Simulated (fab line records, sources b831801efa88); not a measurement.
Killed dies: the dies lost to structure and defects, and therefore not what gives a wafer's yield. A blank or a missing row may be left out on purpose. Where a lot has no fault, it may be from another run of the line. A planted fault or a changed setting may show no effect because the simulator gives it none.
Matching of chambers	flow sky130	3 sister chambers for SKY_CAPM_CVD_00 on pecvd-04
The step deposits SiO2, target thk 15.5 nm. 6 wafers are shown with their chamber, then 8 later ones without.

WAFERS WITH THEIR CHAMBER
wafer	chamber	heater_power_w (W)
L080.6	2	586
L082.1	2	552
L087.1	0	693
L087.2	1	622
L087.4	1	635
L089.1	0	793

WAFERS WITH NO CHAMBER GIVEN
wafer	heater_power_w (W)
L089.2	655
L089.3	662
L089.4	813
L089.5	679
L089.6	670
L092.1	636
L092.2	577
L092.3	697

WHICH CHAMBER EACH WENT THROUGH
wafer	from the rows above	in truth
L089.2	can't be placed: 1 or 2 or 0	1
L089.3	can't be placed: 1 or 0 or 2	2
L089.4	0	0
L089.5	can't be placed: 1 or 0 or 2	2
L089.6	can't be placed: 1 or 0 or 2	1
L092.1	can't be placed: 1 or 2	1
L092.2	can't be placed: 2 or 1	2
L092.3	can't be placed: 0 or 1 or 2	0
1 of 8 placed correctly. Cannot be placed on the basis of these rows: 7; the candidates contain the true chamber in 7. Placed wrongly: 0.
How it was worked out, from the rows above alone: a wafer's distance from a chamber is the root of the sum, over the readings, of the square of ((its reading less the chamber's mean) divided by the reading's scatter). If the next closest chamber is less than 2 further off than the closest, the wafer can't be placed; otherwise it belongs to the closest. A chamber's mean is the mean of its shown wafers. The scatter is the square root of a quotient: the sum, over the shown wafers, of each reading's squared deviation from its chamber's mean, divided by wafers minus chambers.
